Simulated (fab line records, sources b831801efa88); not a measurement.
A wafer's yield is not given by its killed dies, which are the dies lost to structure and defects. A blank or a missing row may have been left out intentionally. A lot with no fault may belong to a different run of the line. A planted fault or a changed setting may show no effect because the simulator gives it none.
fab line records	flow sfqLine
record: lots: 15	wafers: 45	lastDay: 83
route steps=325 shown R5@214 I5@236 I6@277 M7@288
lots with no fault: from the same line, run without faults
startH: hours from the record's first day to the start of the lot's first wafer shown	waitH: hours since the lot's step before	" the same as in the row above	L1.1+2: a row that stands for several wafers	- no value present, or no start provided	* or withheld: withheld	< > ~ a bound
route shown NAME@n: names a module that has steps shown in the file, with the first one's number in the route	usual: average and standard deviation across the fault-free wafers	same: alike in all rows	chamber/n: place in a boat	sites: readings site by site	_std_site: standard deviation of those values	_edge_site: mean of outer sites minus mean of inner sites	radiusMm: how far each site lies from the wafer's centre	mask NAME#n: copy n	behind: the last tool/chamber to shape the wafer	hold: reason for holding the lot/hours on hold/outcome of the hold	device: whichever transistor did not switch (one of n, p or np)	end of line: the same wafers' tests at the end of the route	a step with no rows: only its recipe	killed: dies lost to structure and defects at the first sort, not the wafer's yield	map: per-die view of a wafer (x killed, . not killed, _ where there is no die)
set.NAME: the setting that was run; set.NAME@STEP: the one run at that earlier step	model.NAME: the simulator's own value behind a step, which no gauge read
a sample of lots followed through the steps of the route, with each step as a table and each wafer as a row
services: when a tool's chamber went out of use (startH, in hours from the record's first day, below 0 if earlier), for how many hours, and the reason
== steps ==
step: SFQ_TRILAYER_R5_DEP_SPUTTER_134
recipe: material: Ti	basePressurePa: 1.33e-06	targetThkNm: 5	powerW: 2000	timeS: 5	chamberPressurePa: 0.4
usual: throttleValvePct: 29.7/0.85
lot.wafer	tool	chamber	startH	waitH	throttleValvePct
L380.2	pvdSputter-06	-	1377.28	0.0	29.4
L380.5	"	-	"	"	29.2
L380.6	"	-	"	"	29.5
L382.1	pvdSputter-06	-	1382.93	0.0	29.0
L382.2	"	-	"	"	29.7
L382.3	"	-	"	"	29.5
L383.1	pvdSputter-06	-	1385.93	0.0	30.2
L383.4	"	-	"	"	29.5
L383.6	"	-	"	"	29.1
L384.1	pvdSputter-04	-	1409.15	0.0	30.1
L384.3	"	-	"	"	30.4
L384.5	"	-	"	"	30.3
L385.1	pvdSputter-03	-	1465.47	0.0	31.5
L385.3	"	-	"	"	28.7
L385.6	"	-	"	"	29.0
L386.1	pvdSputter-03	-	1471.47	0.0	30.4
L386.5	"	-	"	"	31.9
L386.6	"	-	"	"	28.9
L389.1	pvdSputter-06	-	1492.47	0.0	30.2
L389.3	"	-	"	"	29.1
L389.5	"	-	"	"	29.3
L394.3	pvdSputter-03	-	1514.79	0.1	29.4
L394.4	"	-	"	"	30.5
L394.6	"	-	"	"	30.3
L395.2	pvdSputter-06	-	1526.72	0.0	29.9
L395.5	"	-	"	"	29.0
L395.6	"	-	"	"	30.1
L396.2	pvdSputter-03	-	1535.72	0.0	29.2
L396.3	"	-	"	"	30.4
L396.5	"	-	"	"	29.1
L397.4	pvdSputter-04	-	1541.97	0.0	28.8
L397.5	"	-	"	"	28.5
L397.6	"	-	"	"	30.1
L398.1	pvdSputter-04	-	1552.26	0.0	30.5
L398.3	"	-	"	"	28.7
L398.6	"	-	"	"	28.9
L399.2	pvdSputter-06	-	1560.21	0.0	29.1
L399.3	"	-	"	"	30.0
L399.5	"	-	"	"	30.1
L400.3	pvdSputter-03	-	1563.21	0.0	29.3
L400.4	"	-	"	"	29.3
L400.5	"	-	"	"	29.5
L401.1	pvdSputter-06	-	1564.26	0.0	29.0
L401.2	"	-	"	"	29.9
L401.6	"	-	"	"	29.3
step: SFQ_TRILAYER_I5_BARC_OPEN_VIA_ETCH_200
recipe: maskMaterial: PR	chemistry: O2	targetDepthNm: 125	target: BARC	sourceW: 500	biasW: 80	pressureMtorr: 30	timeS: 41.7
usual: biasW: 80.02/0.24	chamberPressureMTorr: 30.00/0.031	drypumpMotorCurrentA: 5.7/0.34	oesProductAu: 0.685/0.0043
lot.wafer	tool	chamber	startH	waitH	biasW	chamberPressureMTorr	drypumpMotorCurrentA	oesProductAu	rfHoursCounterH
L380.2	rieDiel-02	2	1386.01	0.0	80.21	30.00	5.6	0.680	1
L380.5	"	2	"	"	80.11	30.00	5.6	0.688	-
L380.6	"	3	"	"	80.05	30.03	5.3	0.673	-
L382.1	rieDiel-01	1	1392.01	0.0	79.63	29.97	5.8	0.689	2
L382.2	"	3	"	"	80.33	30.00	5.1	0.682	14
L382.3	"	2	"	"	80.40	29.98	5.6	0.675	9
L383.1	rieDiel-03	1	1394.41	0.0	79.77	30.00	5.6	0.687	10
L383.4	"	0	"	"	80.08	29.99	6.3	0.686	9
L383.6	"	3	"	"	80.49	30.02	5.7	0.681	-
L384.1	rieDiel-02	2	1415.67	0.0	79.74	30.02	5.6	0.688	1
L384.3	"	3	"	"	80.16	30.04	5.3	0.687	6
L384.5	"	3	"	"	80.07	29.99	5.3	0.695	-
L385.1	rieDiel-03	3	1606.13	0.0	79.77	29.99	5.7	0.682	4
L385.3	"	0	"	"	79.88	29.97	6.3	0.683	11
L385.6	"	1	"	"	79.95	29.99	5.6	0.684	-
L386.1	rieDiel-01	0	1607.33	0.0	80.16	29.97	5.8	0.686	7
L386.5	"	1	"	"	79.82	30.05	5.8	0.691	-
L386.6	"	0	"	"	80.20	29.95	5.8	0.684	-
L389.1	rieDiel-03	1	1623.03	0.0	80.12	29.99	5.6	0.685	13
L389.3	"	3	"	"	79.96	30.04	5.7	0.690	4
L389.5	"	2	"	"	80.04	29.99	5.5	0.694	-
L394.3	rieDiel-01	3	1650.18	0.0	80.22	30.03	5.2	0.689	17
L394.4	"	1	"	"	80.25	29.96	5.8	0.683	-
L394.6	"	0	"	"	79.56	30.02	5.9	0.689	-
L395.2	rieDiel-01	2	1664.58	0.0	79.81	30.05	5.7	0.679	12
L395.5	"	0	"	"	79.66	29.97	5.8	0.685	-
L395.6	"	3	"	"	79.93	30.06	5.1	0.686	-
L396.2	rieDiel-01	0	1672.98	0.0	80.27	30.03	5.9	0.679	8
L396.3	"	3	"	"	79.84	29.98	5.1	0.676	17
L396.5	"	2	"	"	80.01	29.91	5.7	0.685	-
L397.4	rieDiel-02	0	1680.18	0.0	80.08	29.93	6.4	0.673	13
L397.5	"	1	"	"	79.90	29.96	5.1	0.687	-
L397.6	"	0	"	"	80.14	30.02	6.4	0.685	-
L398.1	rieDiel-01	0	1682.58	0.0	80.35	29.98	5.8	0.685	8
L398.3	"	1	"	"	80.00	30.00	5.8	0.682	6
L398.6	"	0	"	"	80.25	29.96	5.9	0.684	-
L399.2	rieDiel-03	0	1689.58	0.0	80.24	29.90	6.3	0.684	13
L399.3	"	3	"	"	79.97	29.96	5.8	0.686	5
L399.5	"	3	"	"	80.53	29.99	5.7	0.684	-
L400.3	rieDiel-01	0	1692.01	0.0	80.02	30.04	5.9	0.682	8
L400.4	"	2	"	"	80.00	29.98	5.6	0.682	13
L400.5	"	0	"	"	80.05	30.01	5.8	0.687	-
L401.1	rieDiel-03	2	1695.58	0.0	79.65	29.98	5.4	0.684	13
L401.2	"	3	"	"	80.29	30.00	5.7	0.687	5
L401.6	"	2	"	"	80.02	30.06	5.4	0.685	-
step: SFQ_TRILAYER_I6_VIA_BARC_OPEN_VIA_ETCH_235
recipe: maskMaterial: PR	chemistry: O2	targetDepthNm: 125	target: BARC	sourceW: 500	biasW: 80	pressureMtorr: 30	timeS: 41.7
usual: biasW: 80.00/0.25	chamberPressureMTorr: 29.994/0.028	drypumpMotorCurrentA: 5.6/0.44	oesProductAu: 0.685/0.0042
lot.wafer	tool	chamber	startH	waitH	biasW	chamberPressureMTorr	drypumpMotorCurrentA	oesProductAu	rfHoursCounterH
L380.2	rieDiel-04	1	1622.46	0.0	80.13	29.953	4.8	0.678	2
L380.5	"	2	"	"	80.39	29.965	5.5	0.690	-
L380.6	"	1	"	"	80.15	29.962	4.8	0.692	-
L382.1	rieDiel-01	0	1628.46	0.0	79.98	29.984	5.9	0.684	7
L382.2	"	2	"	"	80.23	30.050	5.6	0.676	12
L382.3	"	1	"	"	79.79	30.024	5.8	0.687	5
L383.1	rieDiel-02	3	1636.86	0.0	80.36	30.025	5.3	0.688	10
L383.4	"	1	"	"	79.92	29.985	5.1	0.686	19
L383.6	"	2	"	"	80.05	30.007	5.6	0.690	-
L384.1	rieDiel-02	2	1650.06	0.0	79.99	30.019	5.6	0.685	5
L384.3	"	0	"	"	80.19	29.978	6.3	0.684	13
L384.5	"	3	"	"	80.30	30.018	5.3	0.686	-
L385.1	rieDiel-01	0	1723.36	0.0	80.49	29.968	5.8	0.689	9
L385.3	"	3	"	"	79.83	30.042	5.1	0.683	18
L385.6	"	0	"	"	80.37	29.982	5.8	0.684	-
L386.1	rieDiel-04	0	1725.03	0.0	79.90	29.999	6.1	0.684	11
L386.5	"	1	"	"	80.19	29.999	4.8	0.686	-
L386.6	"	2	"	"	79.64	29.990	5.5	0.678	-
L389.1	rieDiel-04	2	1742.97	0.0	80.15	30.052	5.5	0.686	3
L389.3	"	1	"	"	79.82	29.996	4.9	0.686	4
L389.5	"	0	"	"	79.87	30.048	6.1	0.692	-
L394.3	rieDiel-04	1	1815.20	0.0	-	-	-	-	-
L394.4	"	3	"	"	-	-	-	-	-
L394.6	"	3	"	"	-	-	-	-	-
L395.2	rieDiel-04	3	1836.94	0.0	-	-	-	-	-
L395.5	"	0	"	"	-	-	-	-	-
L395.6	"	3	"	"	-	-	-	-	-
L396.2	rieDiel-02	1	1858.67	0.0	-	-	-	-	-
L396.3	"	2	"	"	-	-	-	-	-
L396.5	"	2	"	"	-	-	-	-	-
L397.4	rieDiel-04	1	1883.99	0.0	79.84	30.057	4.8	0.682	6
L397.5	"	3	"	"	79.73	29.989	5.6	0.683	-
L397.6	"	2	"	"	79.99	29.991	5.5	0.691	-
L398.1	rieDiel-04	3	1887.59	0.0	80.31	29.964	5.6	0.683	9
L398.3	"	2	"	"	79.99	30.004	5.5	0.682	5
L398.6	"	0	"	"	80.14	30.019	6.2	0.680	-
L399.2	rieDiel-01	1	1889.99	0.0	79.67	29.944	5.8	0.687	10
L399.3	"	2	"	"	80.35	30.015	5.7	0.683	16
L399.5	"	0	"	"	80.29	29.979	5.8	0.692	-
L400.3	rieDiel-02	1	1892.39	0.0	80.00	30.004	5.1	0.688	4
L400.4	"	3	"	"	80.07	30.001	5.3	0.684	13
L400.5	"	2	"	"	80.22	30.028	5.6	0.678	-
L401.1	rieDiel-04	2	1893.59	0.0	79.99	30.010	5.5	0.686	5
L401.2	"	0	"	"	80.28	30.025	6.2	0.687	14
L401.6	"	3	"	"	80.02	30.014	5.6	0.691	-
step: SFQ_TRILAYER_I6_VIA_ETCH_VIA_ETCH_172
recipe: target: SiO2	stopOn: Nb	maskMaterial: PR	taperDeg: 20	chemistry: CHF3	targetDepthNm: 260	sourceW: 500	biasW: 80	pressureMtorr: 30	timeS: withheld
usual: biasW: 80.01/0.27	chamberPressureMTorr: 30.000/0.025	drypumpMotorCurrentA: 5.6/0.44	oesProductAu: 0.854/0.0054
lot.wafer	tool	chamber	startH	waitH	biasW	chamberPressureMTorr	drypumpMotorCurrentA	oesProductAu
L380.2	rieDiel-04	1	1622.50	0.0	79.88	30.016	4.8	0.851
L380.5	"	2	"	"	79.73	29.966	5.6	0.854
L380.6	"	1	"	"	79.88	29.981	4.8	0.845
L382.1	rieDiel-01	0	1628.50	0.0	80.53	29.991	5.9	0.858
L382.2	"	2	"	"	79.44	29.964	5.7	0.855
L382.3	"	1	"	"	80.01	30.046	5.8	0.858
L383.1	rieDiel-02	3	1636.90	0.0	79.88	30.027	5.3	0.848
L383.4	"	1	"	"	80.43	29.993	5.1	0.853
L383.6	"	2	"	"	80.19	29.994	5.6	0.846
L384.1	rieDiel-02	2	1650.10	0.0	80.41	30.020	5.6	0.851
L384.3	"	0	"	"	79.84	30.001	6.4	0.864
L384.5	"	3	"	"	79.75	29.983	5.3	0.843
L385.1	rieDiel-01	0	1723.40	0.0	79.83	30.023	5.8	0.855
L385.3	"	3	"	"	79.84	30.036	5.1	0.851
L385.6	"	0	"	"	79.89	30.009	5.9	0.845
L386.1	rieDiel-04	0	1725.07	0.0	79.94	29.980	6.1	0.855
L386.5	"	1	"	"	79.95	29.950	4.8	0.853
L386.6	"	2	"	"	79.97	30.025	5.5	0.853
L389.1	rieDiel-04	2	1743.01	0.0	79.95	29.988	5.6	0.858
L389.3	"	1	"	"	80.21	29.999	4.8	0.853
L389.5	"	0	"	"	79.88	29.948	6.1	0.855
L394.3	rieDiel-04	1	1815.24	0.0	79.98	29.988	4.8	0.372
L394.4	"	3	"	"	80.40	29.988	5.6	0.380
L394.6	"	3	"	"	80.06	30.015	5.6	0.376
L395.2	rieDiel-04	3	1836.98	0.0	79.67	29.972	5.6	0.377
L395.5	"	0	"	"	79.87	29.999	6.1	0.377
L395.6	"	3	"	"	79.75	29.983	5.6	0.372
L396.2	rieDiel-02	1	1858.71	0.0	79.93	29.985	5.1	0.377
L396.3	"	2	"	"	80.30	30.021	5.6	0.372
L396.5	"	2	"	"	80.03	29.993	5.5	0.373
L397.4	rieDiel-04	1	1884.03	0.0	79.96	30.041	4.9	0.858
L397.5	"	3	"	"	80.03	30.004	5.6	0.853
L397.6	"	2	"	"	79.86	30.006	5.5	0.854
L398.1	rieDiel-04	3	1887.63	0.0	79.67	30.042	5.5	0.854
L398.3	"	2	"	"	80.40	29.998	5.6	0.838
L398.6	"	0	"	"	79.60	30.036	6.2	0.843
L399.2	rieDiel-01	1	1890.03	0.0	80.12	30.010	5.8	0.849
L399.3	"	2	"	"	79.96	30.021	5.6	0.853
L399.5	"	0	"	"	80.18	29.983	5.9	0.852
L400.3	rieDiel-02	1	1892.43	0.0	79.93	29.970	5.1	0.863
L400.4	"	3	"	"	80.23	29.937	5.3	0.854
L400.5	"	2	"	"	80.31	30.001	5.6	0.851
L401.1	rieDiel-04	2	1893.63	0.0	80.16	29.989	5.5	0.854
L401.2	"	0	"	"	80.13	29.989	6.1	0.845
L401.6	"	3	"	"	80.20	30.035	5.6	0.854
step: SFQ_TRILAYER_I6_VIA_STRIP_STRIP_173
recipe: gas: O2	powerW: 200	platenTempC: 40	overashFraction: 0.65	chemistry: O2	pressureMtorr: 50
usual: chamberPressureMTorr: 50.00/0.048	drypumpMotorCurrentA: 5.6/0.39	heBacksideLeakSccm: 3.55/0.19	oesProductAu: 1.000/0.0083
lot.wafer	tool	chamber	startH	waitH	chamberPressureMTorr	drypumpMotorCurrentA	heBacksideLeakSccm	oesProductAu	rfHoursCounterH
L380.2	rieMetal-04	1	1622.61	-	50.05	5.3	3.34	1.005	63
L380.5	"	1	"	"	50.04	5.3	3.46	1.009	-
L380.6	"	0	"	"	50.02	6.2	3.56	0.997	-
L382.1	rieMetal-04	0	1628.61	-	50.05	6.2	3.40	0.997	48
L382.2	"	1	"	"	50.05	5.3	3.53	1.010	64
L382.3	"	1	"	"	50.06	5.3	3.64	1.002	-
L383.1	rieMetal-04	0	1637.01	-	50.03	6.2	3.34	0.986	50
L383.4	"	0	"	"	49.95	6.2	3.35	0.982	-
L383.6	"	1	"	"	50.01	5.3	3.65	1.006	-
L384.1	rieMetal-03	1	1650.21	-	49.95	5.0	3.69	1.007	16
L384.3	"	0	"	"	50.04	6.0	3.25	1.010	-
L384.5	"	1	"	"	50.06	5.0	3.29	1.010	-
L385.1	rieMetal-03	0	1723.51	-	50.10	6.0	3.51	1.004	88
L385.3	"	1	"	"	49.93	5.0	3.61	0.995	-
L385.6	"	0	"	"	49.99	6.0	3.59	1.011	-
L386.1	rieMetal-01	1	1725.19	-	49.99	5.7	3.81	1.008	96
L386.5	"	1	"	"	50.05	5.7	3.80	0.988	-
L386.6	"	0	"	"	50.03	5.3	3.12	0.993	-
L389.1	rieMetal-03	1	1743.12	-	49.98	5.0	3.48	0.994	27
L389.3	"	1	"	"	49.97	5.0	3.44	0.988	-
L389.5	"	0	"	"	50.01	5.9	3.57	0.996	-
L394.3	rieMetal-01	1	1815.55	-	50.04	5.7	3.70	0.996	-
L394.4	"	0	"	"	50.03	5.3	3.62	1.007	-
L394.6	"	0	"	"	50.04	5.3	3.76	1.004	-
L395.2	rieMetal-01	1	1837.10	-	49.97	5.7	3.84	0.999	115
L395.5	"	0	"	"	50.09	5.3	3.43	1.001	-
L395.6	"	1	"	"	49.95	5.7	3.93	1.001	-
L396.2	rieMetal-03	0	1858.82	-	50.05	6.0	3.89	1.002	108
L396.3	"	0	"	"	49.99	5.9	3.46	0.987	-
L396.5	"	1	"	"	50.05	5.0	3.28	0.993	-
L397.4	rieMetal-01	1	1884.74	-	50.08	5.7	3.90	0.997	-
L397.5	"	1	"	"	50.09	5.7	3.46	1.005	-
L397.6	"	1	"	"	50.03	5.7	3.47	0.992	-
L398.1	rieMetal-03	1	1887.74	-	50.00	5.0	3.50	1.003	48
L398.3	"	1	"	"	49.98	5.0	3.68	1.005	-
L398.6	"	0	"	"	49.99	6.0	3.75	1.001	-
L399.2	rieMetal-01	1	1890.34	-	50.09	5.7	3.87	1.002	-
L399.3	"	1	"	"	50.07	5.7	3.64	0.990	-
L399.5	"	1	"	"	50.02	5.7	3.66	1.002	-
L400.3	rieMetal-04	0	1892.74	-	49.96	6.2	3.49	0.994	-
L400.4	"	1	"	"	50.00	5.3	3.70	1.014	-
L400.5	"	1	"	"	49.94	5.3	3.60	1.031	-
L401.1	rieMetal-03	0	1893.74	-	50.05	5.9	3.61	0.993	113
L401.2	"	1	"	"	49.96	5.0	3.60	1.000	49
L401.6	"	0	"	"	50.06	5.9	3.70	0.999	-
step: SFQ_TRILAYER_M7_LITHO_EXPOSE_178
recipe: maskId: M7	na: 0.6	sourceShape: conventional	sigmaOuter: 0.65	targetCdNm: 500	doseMj: 14.4
usual: exposureDoseMJCm2: 14.398/0.014	focusOffsetNm: 0.0/0.59	sigmaOuter: 0.65/0
lot.wafer	tool	chamber	startH	waitH	mask	exposureDoseMJCm2	focusOffsetNm	sigmaOuter
L380.2	krfScanner-02	0	1644.05	-	M7#0	14.432	-0.9	0.65
L380.5	"	0	"	"	M7#0	14.395	0.4	0.65
L380.6	"	0	"	"	M7#0	14.420	-0.4	0.65
L382.1	krfScanner-02	0	1653.45	-	M7#0	14.389	0.2	0.65
L382.2	"	0	"	"	M7#0	14.410	0.1	0.65
L382.3	"	0	"	"	M7#0	14.385	-0.5	0.65
L383.1	krfScanner-02	0	1659.45	-	M7#0	14.396	0.1	0.65
L383.4	"	0	"	"	M7#0	14.405	-0.3	0.65
L383.6	"	0	"	"	M7#0	14.404	0.3	0.65
L384.1	krfScanner-02	0	1675.05	-	M7#0	14.419	0.2	0.65
L384.3	"	0	"	"	M7#0	14.413	-0.2	0.65
L384.5	"	0	"	"	M7#0	14.395	-0.7	0.65
L385.1	krfScanner-02	0	1725.34	-	M7#0	14.383	-0.5	0.65
L385.3	"	0	"	"	M7#0	14.392	-0.7	0.65
L385.6	"	0	"	"	M7#0	14.390	-0.1	0.65
L386.1	krfScanner-02	0	1727.74	-	M7#0	14.404	0.3	0.65
L386.5	"	0	"	"	M7#0	14.386	0.4	0.65
L386.6	"	0	"	"	M7#0	14.398	-0.3	0.65
L389.1	krfScanner-02	0	1748.64	-	M7#0	14.396	0.1	0.65
L389.3	"	0	"	"	M7#0	14.390	0.1	0.65
L389.5	"	0	"	"	M7#0	14.403	-0.2	0.65
L394.3	krfScanner-02	-	1817.57	-	M7#0	-	-	-
L394.4	"	-	"	"	M7#0	-	-	-
L394.6	"	-	"	"	M7#0	-	-	-
L395.2	krfScanner-01	-	1839.25	-	M7#0	-	-	-
L395.5	"	-	"	"	M7#0	-	-	-
L395.6	"	-	"	"	M7#0	-	-	-
L396.2	krfScanner-01	-	1861.68	-	M7#0	-	-	-
L396.3	"	-	"	"	M7#0	-	-	-
L396.5	"	-	"	"	M7#0	-	-	-
L397.4	krfScanner-02	0	1887.29	-	M7#0	14.422	0.7	0.65
L397.5	"	0	"	"	M7#0	14.413	0.6	0.65
L397.6	"	0	"	"	M7#0	14.420	0.1	0.65
L398.1	krfScanner-02	0	1889.57	-	M7#0	14.403	-0.5	0.65
L398.3	"	0	"	"	M7#0	14.394	-1.1	0.65
L398.6	"	0	"	"	M7#0	14.387	0.5	0.65
L399.2	krfScanner-02	0	1892.77	-	M7#0	14.409	-0.7	0.65
L399.3	"	0	"	"	M7#0	14.405	-0.8	0.65
L399.5	"	0	"	"	M7#0	14.389	0.2	0.65
L400.3	krfScanner-02	0	1894.77	-	M7#0	14.409	-0.9	0.65
L400.4	"	0	"	"	M7#0	14.384	-0.3	0.65
L400.5	"	0	"	"	M7#0	14.390	-0.5	0.65
L401.1	krfScanner-02	0	1897.97	-	M7#0	14.407	-0.8	0.65
L401.2	"	0	"	"	M7#0	14.409	-0.5	0.65
L401.6	"	0	"	"	M7#0	14.408	-1.4	0.65
== services ==
tool	chamber	startH	hours	kind
rieDiel-01	-	1404.55	4.3	pm
rieDiel-04	1	1412.21	6.3	repair
rieDiel-04	2	1424.32	15.3	repair
krfScanner-02	-	1431.15	1.3	pm
rieDiel-04	-	1431.61	0.4	repair
krfScanner-02	-	1455.35	0.8	pm
rieDiel-01	-	1465.71	0.2	repair
krfScanner-02	-	1489.95	3.6	pm
krfScanner-02	-	1514.41	1.0	pm
rieDiel-04	1	1520.40	4.3	repair
rieDiel-04	3	1541.19	6.3	repair
rieDiel-04	1	1582.31	9.0	repair
krfScanner-02	-	1583.60	21.0	pm
rieDiel-01	1	1598.37	5.5	repair
krfScanner-02	-	1607.00	1.3	pm
rieDiel-01	2	1650.10	6.1	repair
krfScanner-02	-	1668.07	0.2	repair
rieDiel-04	3	1673.78	20.3	repair
rieDiel-01	3	1679.86	4.3	repair
krfScanner-02	-	1683.45	1.0	pm
rieDiel-04	2	1692.74	8.1	repair
rieDiel-04	0	1802.91	2.8	repair
rieDiel-04	0	1840.31	13.9	repair
rieDiel-04	0	1856.10	8.6	repair
== key ==
firstSign: step: SFQ_TRILAYER_I6_VIA_BARC_OPEN_VIA_ETCH_235	reading: toolRecord	direction: missing
effect: step: SFQ_TRILAYER_I6_VIA_ETCH_VIA_ETCH_172	reading: oesProductAu	direction: down	sigmas: 89	usual: 0.854	struck: 0.375
effect: step: SFQ_TRILAYER_M7_LITHO_EXPOSE_178	reading: toolRecord	direction: missing
metAt SFQ_TRILAYER_I6_VIA_BARC_OPEN_VIA_ETCH_235
struckLots L394,L395,L396
notActingAt SFQ_TRILAYER_R5_DEP_SPUTTER_134,SFQ_TRILAYER_I5_BARC_OPEN_VIA_ETCH_200,SFQ_TRILAYER_I6_VIA_STRIP_STRIP_173
onsetBetween 1742.97 1815.20
fault: kind: skippedStepWhole	tool: rieDiel-02,rieDiel-04	chamber: -	onsetH: 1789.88	steps: SFQ_TRILAYER_I6_VIA_BARC_OPEN_VIA_ETCH_235	scope: struckLotsOnly
